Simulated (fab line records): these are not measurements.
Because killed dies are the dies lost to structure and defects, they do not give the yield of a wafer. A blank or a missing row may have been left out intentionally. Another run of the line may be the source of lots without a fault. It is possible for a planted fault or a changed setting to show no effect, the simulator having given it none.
fab line records / flow sky130
record: lots: 14 wafers: 42 lastDay: 50
route steps=708 shown VIA1@479 METAL2@497 VIA2@508
lots that met no fault: from a run of the same line without faults
startH: the number of hours between the record's first day and the start of the first shown wafer of the lot / waitH: time in hours since the lot's previous step / " the same as in the row above / L1.1+2: one row covering several wafers at once / - no value present, or no start provided / * or withheld: withheld / < > ~ a bound
route shown NAME@n: names a module that has steps shown in the file, with the first one's number in the route / usual: mean/standard deviation of fault-free wafers / same: alike in all rows / chamber/n: place in a boat / sites: each site's reading / _std_site: standard deviation of those values / _edge_site: inner sites' mean taken away from outer sites' mean / radiusMm: how far each site lies from the wafer's centre / mask NAME#n: copy n / behind: the tool/chamber that last shaped the wafer / hold: the reason the lot was held/the length of the hold in hours/how it ended / device: transistor that didn't switch, given as n, p or np / end of line: the tests these same wafers got at the end of their route / a step given without rows: its recipe and nothing more / killed: at the first sort, the dies lost to defects and structure; wafer yield is something else / map: a wafer's dies, marking killed ones x, the rest . and places with no die _
set.NAME: setting as actually run; set.NAME@STEP: the setting as run at that earlier step / model.NAME: the simulator's own value behind a step, which no gauge read
one table for each step of the route and one row for each wafer, over a sample of lots
services: from which hour (startH, from the record's first day; less than 0 if before it) a tool's chamber was out of use, for how many hours, and why
== steps ==
step: SKY_VIA1_CVD_21
recipe: material: W targetThkNm: 270 timeS: 80.902 tempC: 400 pressureTorr: 40
usual: heaterPowerOuterW: 558/33 heaterPowerW: 896/100
lot.wafer=L942.1 tool=cvdW-02 chamber=1 startH=796.15 waitH=0.0 heaterPowerOuterW=614 heaterPowerW=1044 sinceWetCleanH=892
lot.wafer=L942.3 tool=cvdW-02 chamber=1 startH=796.15 waitH=0.0 heaterPowerOuterW=606 heaterPowerW=1027 sinceWetCleanH=-
lot.wafer=L942.6 tool=cvdW-02 chamber=1 startH=796.15 waitH=0.0 heaterPowerOuterW=599 heaterPowerW=1025 sinceWetCleanH=-
lot.wafer=L944.1 tool=cvdW-02 chamber=1 startH=815.56 waitH=0.0 heaterPowerOuterW=627 heaterPowerW=1037 sinceWetCleanH=912
lot.wafer=L944.3 tool=cvdW-02 chamber=1 startH=815.56 waitH=0.0 heaterPowerOuterW=597 heaterPowerW=1021 sinceWetCleanH=-
lot.wafer=L944.4 tool=cvdW-02 chamber=0 startH=815.56 waitH=0.0 heaterPowerOuterW=542 heaterPowerW=768 sinceWetCleanH=-
lot.wafer=L946.2 tool=cvdW-01 chamber=1 startH=823.08 waitH=0.0 heaterPowerOuterW=530 heaterPowerW=814 sinceWetCleanH=419
lot.wafer=L946.5 tool=cvdW-01 chamber=0 startH=823.08 waitH=0.0 heaterPowerOuterW=565 heaterPowerW=969 sinceWetCleanH=-
lot.wafer=L946.6 tool=cvdW-01 chamber=1 startH=823.08 waitH=0.0 heaterPowerOuterW=526 heaterPowerW=799 sinceWetCleanH=-
lot.wafer=L945.1 tool=cvdW-02 chamber=0 startH=823.24 waitH=0.0 heaterPowerOuterW=555 heaterPowerW=790 sinceWetCleanH=919
lot.wafer=L945.2 tool=cvdW-02 chamber=1 startH=823.24 waitH=0.0 heaterPowerOuterW=607 heaterPowerW=1008 sinceWetCleanH=919
lot.wafer=L945.5 tool=cvdW-02 chamber=1 startH=823.24 waitH=0.0 heaterPowerOuterW=616 heaterPowerW=1028 sinceWetCleanH=-
lot.wafer=L947.1 tool=cvdW-01 chamber=0 startH=840.39 waitH=0.0 heaterPowerOuterW=567 heaterPowerW=967 sinceWetCleanH=436
lot.wafer=L947.2 tool=cvdW-01 chamber=1 startH=840.39 waitH=0.0 heaterPowerOuterW=525 heaterPowerW=811 sinceWetCleanH=436
lot.wafer=L947.4 tool=cvdW-01 chamber=1 startH=840.39 waitH=0.0 heaterPowerOuterW=531 heaterPowerW=815 sinceWetCleanH=-
lot.wafer=L949.1 tool=cvdW-01 chamber=0 startH=853.74 waitH=0.0 heaterPowerOuterW=575 heaterPowerW=962 sinceWetCleanH=450
lot.wafer=L949.3 tool=cvdW-01 chamber=0 startH=853.74 waitH=0.0 heaterPowerOuterW=594 heaterPowerW=974 sinceWetCleanH=-
lot.wafer=L949.6 tool=cvdW-01 chamber=0 startH=853.74 waitH=0.0 heaterPowerOuterW=580 heaterPowerW=984 sinceWetCleanH=-
lot.wafer=L952.2 tool=cvdW-01 chamber=1 startH=871.55 waitH=0.0 heaterPowerOuterW=529 heaterPowerW=826 sinceWetCleanH=468
lot.wafer=L952.4 tool=cvdW-01 chamber=0 startH=871.55 waitH=0.0 heaterPowerOuterW=578 heaterPowerW=980 sinceWetCleanH=-
lot.wafer=L952.5 tool=cvdW-01 chamber=0 startH=871.55 waitH=0.0 heaterPowerOuterW=577 heaterPowerW=971 sinceWetCleanH=-
lot.wafer=L954.1 tool=cvdW-02 chamber=1 startH=886.14 waitH=0.0 heaterPowerOuterW=615 heaterPowerW=1040 sinceWetCleanH=982
lot.wafer=L954.2 tool=cvdW-02 chamber=0 startH=886.14 waitH=0.0 heaterPowerOuterW=541 heaterPowerW=803 sinceWetCleanH=982
lot.wafer=L954.6 tool=cvdW-02 chamber=1 startH=886.14 waitH=0.0 heaterPowerOuterW=589 heaterPowerW=1079 sinceWetCleanH=-
lot.wafer=L956.3 tool=cvdW-01 chamber=0 startH=904.31 waitH=0.1 heaterPowerOuterW=586 heaterPowerW=977 sinceWetCleanH=-
lot.wafer=L956.5 tool=cvdW-01 chamber=1 startH=904.31 waitH=0.1 heaterPowerOuterW=529 heaterPowerW=823 sinceWetCleanH=-
lot.wafer=L956.6 tool=cvdW-01 chamber=0 startH=904.31 waitH=0.1 heaterPowerOuterW=575 heaterPowerW=976 sinceWetCleanH=-
lot.wafer=L957.1 tool=cvdW-01 chamber=1 startH=913.31 waitH=0.0 heaterPowerOuterW=523 heaterPowerW=817 sinceWetCleanH=509
lot.wafer=L957.2 tool=cvdW-01 chamber=0 startH=913.31 waitH=0.0 heaterPowerOuterW=590 heaterPowerW=968 sinceWetCleanH=509
lot.wafer=L957.6 tool=cvdW-01 chamber=0 startH=913.31 waitH=0.0 heaterPowerOuterW=582 heaterPowerW=1009 sinceWetCleanH=-
lot.wafer=L959.1 tool=cvdW-01 chamber=0 startH=932.62 waitH=0.0 heaterPowerOuterW=582 heaterPowerW=971 sinceWetCleanH=529
lot.wafer=L959.2 tool=cvdW-01 chamber=1 startH=932.62 waitH=0.0 heaterPowerOuterW=525 heaterPowerW=838 sinceWetCleanH=529
lot.wafer=L959.6 tool=cvdW-01 chamber=1 startH=932.62 waitH=0.0 heaterPowerOuterW=532 heaterPowerW=815 sinceWetCleanH=-
lot.wafer=L963.1 tool=cvdW-02 chamber=1 startH=947.08 waitH=0.0 heaterPowerOuterW=566 heaterPowerW=991 sinceWetCleanH=29
lot.wafer=L963.4 tool=cvdW-02 chamber=0 startH=947.08 waitH=0.0 heaterPowerOuterW=525 heaterPowerW=755 sinceWetCleanH=-
lot.wafer=L963.6 tool=cvdW-02 chamber=1 startH=947.08 waitH=0.0 heaterPowerOuterW=579 heaterPowerW=977 sinceWetCleanH=-
lot.wafer=L964.1 tool=cvdW-01 chamber=0 startH=959.99 waitH=0.0 heaterPowerOuterW=596 heaterPowerW=967 sinceWetCleanH=556
lot.wafer=L964.3 tool=cvdW-01 chamber=1 startH=959.99 waitH=0.0 heaterPowerOuterW=531 heaterPowerW=828 sinceWetCleanH=-
lot.wafer=L964.6 tool=cvdW-01 chamber=1 startH=959.99 waitH=0.0 heaterPowerOuterW=523 heaterPowerW=816 sinceWetCleanH=-
lot.wafer=L965.2 tool=cvdW-02 chamber=1 startH=965.89 waitH=0.0 heaterPowerOuterW=558 heaterPowerW=998 sinceWetCleanH=48
lot.wafer=L965.3 tool=cvdW-02 chamber=0 startH=965.89 waitH=0.0 heaterPowerOuterW=511 heaterPowerW=764 sinceWetCleanH=-
lot.wafer=L965.4 tool=cvdW-02 chamber=1 startH=965.89 waitH=0.0 heaterPowerOuterW=585 heaterPowerW=989 sinceWetCleanH=-
step: SKY_METAL2_DEVELOP_14
recipe: developTimeS: 61.34 resist: KrF-thick devTempC: 21
usual: chillPlateTempC: 23.00/0.099 developTimeS: 61.34/0
lot.wafer=L942.1 tool=lithoTrack-01 chamber=0 startH=823 waitH=- chillPlateTempC=22.93 developTimeS=61.34
lot.wafer=L942.3 tool=lithoTrack-01 chamber=0 startH=823 waitH=- chillPlateTempC=23.00 developTimeS=61.34
lot.wafer=L942.6 tool=lithoTrack-01 chamber=0 startH=823 waitH=- chillPlateTempC=23.25 developTimeS=61.34
lot.wafer=L944.1 tool=lithoTrack-04 chamber=0 startH=841 waitH=- chillPlateTempC=23.04 developTimeS=61.34
lot.wafer=L944.3 tool=lithoTrack-04 chamber=0 startH=841 waitH=- chillPlateTempC=22.84 developTimeS=61.34
lot.wafer=L944.4 tool=lithoTrack-04 chamber=0 startH=841 waitH=- chillPlateTempC=22.97 developTimeS=61.34
lot.wafer=L946.2 tool=lithoTrack-01 chamber=0 startH=849 waitH=- chillPlateTempC=22.94 developTimeS=61.34
lot.wafer=L946.5 tool=lithoTrack-01 chamber=0 startH=849 waitH=- chillPlateTempC=22.93 developTimeS=61.34
lot.wafer=L946.6 tool=lithoTrack-01 chamber=0 startH=849 waitH=- chillPlateTempC=22.93 developTimeS=61.34
lot.wafer=L945.1 tool=lithoTrack-01 chamber=0 startH=849 waitH=- chillPlateTempC=22.93 developTimeS=61.34
lot.wafer=L945.2 tool=lithoTrack-01 chamber=0 startH=849 waitH=- chillPlateTempC=22.87 developTimeS=61.34
lot.wafer=L945.5 tool=lithoTrack-01 chamber=0 startH=849 waitH=- chillPlateTempC=22.89 developTimeS=61.34
lot.wafer=L947.1 tool=lithoTrack-01 chamber=0 startH=866 waitH=- chillPlateTempC=22.90 developTimeS=61.34
lot.wafer=L947.2 tool=lithoTrack-01 chamber=0 startH=866 waitH=- chillPlateTempC=22.96 developTimeS=61.34
lot.wafer=L947.4 tool=lithoTrack-01 chamber=0 startH=866 waitH=- chillPlateTempC=22.94 developTimeS=61.34
lot.wafer=L949.1 tool=lithoTrack-01 chamber=0 startH=880 waitH=- chillPlateTempC=22.97 developTimeS=61.34
lot.wafer=L949.3 tool=lithoTrack-01 chamber=0 startH=880 waitH=- chillPlateTempC=22.92 developTimeS=61.34
lot.wafer=L949.6 tool=lithoTrack-01 chamber=0 startH=880 waitH=- chillPlateTempC=23.08 developTimeS=61.34
lot.wafer=L952.2 tool=lithoTrack-04 chamber=0 startH=897 waitH=- chillPlateTempC=23.03 developTimeS=61.34
lot.wafer=L952.4 tool=lithoTrack-04 chamber=0 startH=897 waitH=- chillPlateTempC=22.99 developTimeS=61.34
lot.wafer=L952.5 tool=lithoTrack-04 chamber=0 startH=897 waitH=- chillPlateTempC=23.22 developTimeS=61.34
lot.wafer=L954.1 tool=lithoTrack-02 chamber=0 startH=912 waitH=- chillPlateTempC=22.89 developTimeS=61.34
lot.wafer=L954.2 tool=lithoTrack-02 chamber=0 startH=912 waitH=- chillPlateTempC=23.06 developTimeS=61.34
lot.wafer=L954.6 tool=lithoTrack-02 chamber=0 startH=912 waitH=- chillPlateTempC=23.11 developTimeS=61.34
lot.wafer=L956.3 tool=lithoTrack-04 chamber=- startH=929 waitH=- chillPlateTempC=- developTimeS=-
lot.wafer=L956.5 tool=lithoTrack-04 chamber=- startH=929 waitH=- chillPlateTempC=- developTimeS=-
lot.wafer=L956.6 tool=lithoTrack-04 chamber=- startH=929 waitH=- chillPlateTempC=- developTimeS=-
lot.wafer=L957.1 tool=lithoTrack-04 chamber=- startH=938 waitH=- chillPlateTempC=- developTimeS=-
lot.wafer=L957.2 tool=lithoTrack-04 chamber=- startH=938 waitH=- chillPlateTempC=- developTimeS=-
lot.wafer=L957.6 tool=lithoTrack-04 chamber=- startH=938 waitH=- chillPlateTempC=- developTimeS=-
lot.wafer=L959.1 tool=lithoTrack-02 chamber=0 startH=961 waitH=- chillPlateTempC=22.96 developTimeS=61.34
lot.wafer=L959.2 tool=lithoTrack-02 chamber=0 startH=961 waitH=- chillPlateTempC=23.03 developTimeS=61.34
lot.wafer=L959.6 tool=lithoTrack-02 chamber=0 startH=961 waitH=- chillPlateTempC=22.99 developTimeS=61.34
lot.wafer=L963.1 tool=lithoTrack-04 chamber=0 startH=971 waitH=- chillPlateTempC=22.92 developTimeS=61.34
lot.wafer=L963.4 tool=lithoTrack-04 chamber=0 startH=971 waitH=- chillPlateTempC=22.99 developTimeS=61.34
lot.wafer=L963.6 tool=lithoTrack-04 chamber=0 startH=971 waitH=- chillPlateTempC=22.98 developTimeS=61.34
lot.wafer=L964.1 tool=lithoTrack-01 chamber=0 startH=984 waitH=- chillPlateTempC=23.00 developTimeS=61.34
lot.wafer=L964.3 tool=lithoTrack-01 chamber=0 startH=984 waitH=- chillPlateTempC=23.00 developTimeS=61.34
lot.wafer=L964.6 tool=lithoTrack-01 chamber=0 startH=984 waitH=- chillPlateTempC=23.07 developTimeS=61.34
lot.wafer=L965.2 tool=lithoTrack-02 chamber=0 startH=989 waitH=- chillPlateTempC=22.94 developTimeS=61.34
lot.wafer=L965.3 tool=lithoTrack-02 chamber=0 startH=989 waitH=- chillPlateTempC=23.02 developTimeS=61.34
lot.wafer=L965.4 tool=lithoTrack-02 chamber=0 startH=989 waitH=- chillPlateTempC=23.11 developTimeS=61.34
step: SKY_METAL2_OVL_MEAS_16
usual: METAL2_OVL: -4/5.6
lot.wafer=L942.1 tool=overlay-02 chamber=- startH=823.44 waitH=0.1 METAL2_OVL[nm]=-4
lot.wafer=L942.3 tool=overlay-02 chamber=- startH=823.44 waitH=0.1 METAL2_OVL[nm]=-1
lot.wafer=L942.6 tool=overlay-02 chamber=- startH=823.44 waitH=0.1 METAL2_OVL[nm]=-2
lot.wafer=L944.1 tool=overlay-01 chamber=- startH=841.79 waitH=0.1 METAL2_OVL[nm]=6
lot.wafer=L944.3 tool=overlay-01 chamber=- startH=841.79 waitH=0.1 METAL2_OVL[nm]=5
lot.wafer=L944.4 tool=overlay-01 chamber=- startH=841.79 waitH=0.1 METAL2_OVL[nm]=7
lot.wafer=L946.2 tool=overlay-01 chamber=- startH=849.69 waitH=0.1 METAL2_OVL[nm]=2
lot.wafer=L946.5 tool=overlay-01 chamber=- startH=849.69 waitH=0.1 METAL2_OVL[nm]=-7
lot.wafer=L946.6 tool=overlay-01 chamber=- startH=849.69 waitH=0.1 METAL2_OVL[nm]=5
lot.wafer=L945.1 tool=overlay-01 chamber=- startH=850.04 waitH=0.1 METAL2_OVL[nm]=-7
lot.wafer=L945.2 tool=overlay-01 chamber=- startH=850.04 waitH=0.1 METAL2_OVL[nm]=-7
lot.wafer=L945.5 tool=overlay-01 chamber=- startH=850.04 waitH=0.1 METAL2_OVL[nm]=-14
lot.wafer=L947.1 tool=overlay-02 chamber=- startH=866.84 waitH=0.1 METAL2_OVL[nm]=-2
lot.wafer=L947.2 tool=overlay-02 chamber=- startH=866.84 waitH=0.1 METAL2_OVL[nm]=-1
lot.wafer=L947.4 tool=overlay-02 chamber=- startH=866.84 waitH=0.1 METAL2_OVL[nm]=-3
lot.wafer=L949.1 tool=overlay-02 chamber=- startH=880.44 waitH=0.1 METAL2_OVL[nm]=-3
lot.wafer=L949.3 tool=overlay-02 chamber=- startH=880.44 waitH=0.1 METAL2_OVL[nm]=-3
lot.wafer=L949.6 tool=overlay-02 chamber=- startH=880.44 waitH=0.1 METAL2_OVL[nm]=-12
lot.wafer=L952.2 tool=overlay-02 chamber=- startH=897.91 waitH=0.1 METAL2_OVL[nm]=-4
lot.wafer=L952.4 tool=overlay-02 chamber=- startH=897.91 waitH=0.1 METAL2_OVL[nm]=-4
lot.wafer=L952.5 tool=overlay-02 chamber=- startH=897.91 waitH=0.1 METAL2_OVL[nm]=0
lot.wafer=L954.1 tool=overlay-02 chamber=- startH=912.37 waitH=0.1 METAL2_OVL[nm]=-9
lot.wafer=L954.2 tool=overlay-02 chamber=- startH=912.37 waitH=0.1 METAL2_OVL[nm]=-9
lot.wafer=L954.6 tool=overlay-02 chamber=- startH=912.37 waitH=0.1 METAL2_OVL[nm]=-9
lot.wafer=L956.3 tool=overlay-02 chamber=- startH=929.59 waitH=0.1 METAL2_OVL[nm]=-
lot.wafer=L956.5 tool=overlay-02 chamber=- startH=929.59 waitH=0.1 METAL2_OVL[nm]=-
lot.wafer=L956.6 tool=overlay-02 chamber=- startH=929.59 waitH=0.1 METAL2_OVL[nm]=-
lot.wafer=L957.1 tool=overlay-01 chamber=- startH=939.14 waitH=0.1 METAL2_OVL[nm]=-
lot.wafer=L957.2 tool=overlay-01 chamber=- startH=939.14 waitH=0.1 METAL2_OVL[nm]=-
lot.wafer=L957.6 tool=overlay-01 chamber=- startH=939.14 waitH=0.1 METAL2_OVL[nm]=-
lot.wafer=L959.1 tool=overlay-01 chamber=- startH=961.57 waitH=0.1 METAL2_OVL[nm]=-4
lot.wafer=L959.2 tool=overlay-01 chamber=- startH=961.57 waitH=0.1 METAL2_OVL[nm]=3
lot.wafer=L959.6 tool=overlay-01 chamber=- startH=961.57 waitH=0.1 METAL2_OVL[nm]=2
lot.wafer=L963.1 tool=overlay-02 chamber=- startH=971.94 waitH=0.1 METAL2_OVL[nm]=-1
lot.wafer=L963.4 tool=overlay-02 chamber=- startH=971.94 waitH=0.1 METAL2_OVL[nm]=-1
lot.wafer=L963.6 tool=overlay-02 chamber=- startH=971.94 waitH=0.1 METAL2_OVL[nm]=-14
lot.wafer=L964.1 tool=overlay-02 chamber=- startH=984.29 waitH=0.1 METAL2_OVL[nm]=2
lot.wafer=L964.3 tool=overlay-02 chamber=- startH=984.29 waitH=0.1 METAL2_OVL[nm]=1
lot.wafer=L964.6 tool=overlay-02 chamber=- startH=984.29 waitH=0.1 METAL2_OVL[nm]=5
lot.wafer=L965.2 tool=overlay-02 chamber=- startH=989.87 waitH=0.1 METAL2_OVL[nm]=-5
lot.wafer=L965.3 tool=overlay-02 chamber=- startH=989.87 waitH=0.1 METAL2_OVL[nm]=-5
lot.wafer=L965.4 tool=overlay-02 chamber=- startH=989.87 waitH=0.1 METAL2_OVL[nm]=2
step: SKY_VIA2_THK_MEAS_01
recipe: reads: SiO2_of_VIA2_HDPCVD_00
usual: VIA2_HDPCVD_THK: 1176/9.8
lot.wafer=L942.1 tool=filmMetro-02 chamber=- startH=824.42 waitH=0.1 VIA2_HDPCVD_THK[nm]=1197
lot.wafer=L942.3 tool=filmMetro-02 chamber=- startH=824.42 waitH=0.1 VIA2_HDPCVD_THK[nm]=1193
lot.wafer=L942.6 tool=filmMetro-02 chamber=- startH=824.42 waitH=0.1 VIA2_HDPCVD_THK[nm]=1197
lot.wafer=L944.1 tool=filmMetro-03 chamber=- startH=842.77 waitH=0.1 VIA2_HDPCVD_THK[nm]=1173
lot.wafer=L944.3 tool=filmMetro-03 chamber=- startH=842.77 waitH=0.1 VIA2_HDPCVD_THK[nm]=1172
lot.wafer=L944.4 tool=filmMetro-03 chamber=- startH=842.77 waitH=0.1 VIA2_HDPCVD_THK[nm]=1178
lot.wafer=L946.2 tool=filmMetro-04 chamber=- startH=850.70 waitH=0.1 VIA2_HDPCVD_THK[nm]=1174
lot.wafer=L946.5 tool=filmMetro-04 chamber=- startH=850.70 waitH=0.1 VIA2_HDPCVD_THK[nm]=1163
lot.wafer=L946.6 tool=filmMetro-04 chamber=- startH=850.70 waitH=0.1 VIA2_HDPCVD_THK[nm]=1175
lot.wafer=L945.1 tool=filmMetro-02 chamber=- startH=851.01 waitH=0.1 VIA2_HDPCVD_THK[nm]=1164
lot.wafer=L945.2 tool=filmMetro-02 chamber=- startH=851.01 waitH=0.1 VIA2_HDPCVD_THK[nm]=1167
lot.wafer=L945.5 tool=filmMetro-02 chamber=- startH=851.01 waitH=0.1 VIA2_HDPCVD_THK[nm]=1193
lot.wafer=L947.1 tool=filmMetro-02 chamber=- startH=867.79 waitH=0.1 VIA2_HDPCVD_THK[nm]=1177
lot.wafer=L947.2 tool=filmMetro-02 chamber=- startH=867.79 waitH=0.1 VIA2_HDPCVD_THK[nm]=1172
lot.wafer=L947.4 tool=filmMetro-02 chamber=- startH=867.79 waitH=0.1 VIA2_HDPCVD_THK[nm]=1162
lot.wafer=L949.1 tool=filmMetro-04 chamber=- startH=881.39 waitH=0.1 VIA2_HDPCVD_THK[nm]=1188
lot.wafer=L949.3 tool=filmMetro-04 chamber=- startH=881.39 waitH=0.1 VIA2_HDPCVD_THK[nm]=1178
lot.wafer=L949.6 tool=filmMetro-04 chamber=- startH=881.39 waitH=0.1 VIA2_HDPCVD_THK[nm]=1175
lot.wafer=L952.2 tool=filmMetro-04 chamber=- startH=898.89 waitH=0.1 VIA2_HDPCVD_THK[nm]=1177
lot.wafer=L952.4 tool=filmMetro-04 chamber=- startH=898.89 waitH=0.1 VIA2_HDPCVD_THK[nm]=1187
lot.wafer=L952.5 tool=filmMetro-04 chamber=- startH=898.89 waitH=0.1 VIA2_HDPCVD_THK[nm]=1168
lot.wafer=L954.1 tool=filmMetro-03 chamber=- startH=913.40 waitH=0.1 VIA2_HDPCVD_THK[nm]=1188
lot.wafer=L954.2 tool=filmMetro-03 chamber=- startH=913.40 waitH=0.1 VIA2_HDPCVD_THK[nm]=1163
lot.wafer=L954.6 tool=filmMetro-03 chamber=- startH=913.40 waitH=0.1 VIA2_HDPCVD_THK[nm]=1190
lot.wafer=L959.1 tool=filmMetro-03 chamber=- startH=963.34 waitH=0.1 VIA2_HDPCVD_THK[nm]=1170
lot.wafer=L959.2 tool=filmMetro-03 chamber=- startH=963.34 waitH=0.1 VIA2_HDPCVD_THK[nm]=1174
lot.wafer=L959.6 tool=filmMetro-03 chamber=- startH=963.34 waitH=0.1 VIA2_HDPCVD_THK[nm]=1169
lot.wafer=L963.1 tool=filmMetro-02 chamber=- startH=973.43 waitH=0.1 VIA2_HDPCVD_THK[nm]=1173
lot.wafer=L963.4 tool=filmMetro-02 chamber=- startH=973.43 waitH=0.1 VIA2_HDPCVD_THK[nm]=1184
lot.wafer=L963.6 tool=filmMetro-02 chamber=- startH=973.43 waitH=0.1 VIA2_HDPCVD_THK[nm]=1175
lot.wafer=L964.1 tool=filmMetro-03 chamber=- startH=985.29 waitH=0.1 VIA2_HDPCVD_THK[nm]=1170
lot.wafer=L964.3 tool=filmMetro-03 chamber=- startH=985.29 waitH=0.1 VIA2_HDPCVD_THK[nm]=1178
lot.wafer=L964.6 tool=filmMetro-03 chamber=- startH=985.29 waitH=0.1 VIA2_HDPCVD_THK[nm]=1159
lot.wafer=L965.2 tool=filmMetro-02 chamber=- startH=991.33 waitH=0.1 VIA2_HDPCVD_THK[nm]=1193
lot.wafer=L965.3 tool=filmMetro-02 chamber=- startH=991.33 waitH=0.1 VIA2_HDPCVD_THK[nm]=1188
lot.wafer=L965.4 tool=filmMetro-02 chamber=- startH=991.33 waitH=0.1 VIA2_HDPCVD_THK[nm]=1168
== services ==
tool=cvdW-01 chamber=- startH=774.73 hours=0.7 kind=repair
tool=cvdW-01 chamber=1 startH=816.50 hours=5.7 kind=repair
tool=cvdW-01 chamber=- startH=830.44 hours=5.0 kind=repair
tool=cvdW-01 chamber=1 startH=842.17 hours=4.9 kind=repair
tool=cvdW-02 chamber=0 startH=890.49 hours=5.7 kind=repair
tool=cvdW-02 chamber=- startH=899.27 hours=2.4 kind=repair
tool=cvdW-02 chamber=- startH=904.00 hours=14.0 kind=pm
tool=cvdW-02 chamber=0 startH=904.00 hours=14.0 kind=ventCycle
tool=cvdW-02 chamber=1 startH=904.00 hours=14.0 kind=ventCycle
tool=cvdW-02 chamber=0 startH=918.00 hours=- kind=clean
tool=cvdW-02 chamber=1 startH=918.00 hours=- kind=clean
== key ==
firstSign: step: SKY_METAL2_DEVELOP_14 reading: toolRecord direction: missing
effect none on later readings
metAt SKY_METAL2_DEVELOP_14
struckLots L956,L957
laterRowsLeftOut L956.3,L956.5,L956.6,L957.1,L957.2,L957.6
sortLeftOut L956.3,L956.5,L956.6,L957.1,L957.2,L957.6
notActingAt SKY_VIA1_CVD_21,SKY_METAL2_OVL_MEAS_16,SKY_VIA2_THK_MEAS_01
onsetBetween 897 929
fault: kind: skippedStepWhole tool: lithoTrack-04 chamber: - onsetH: 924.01 steps: SKY_METAL2_DEVELOP_14 scope: struckLotsOnly
sortLeftOut: the simulated sort isn't trusted on such a fault, so these wafers' sort isn't shown, and their yield isn't known
laterRowsLeftOut: the simulator's readings of these wafers behind a module that went badly wrong aren't trusted and aren't shown, but for the sort
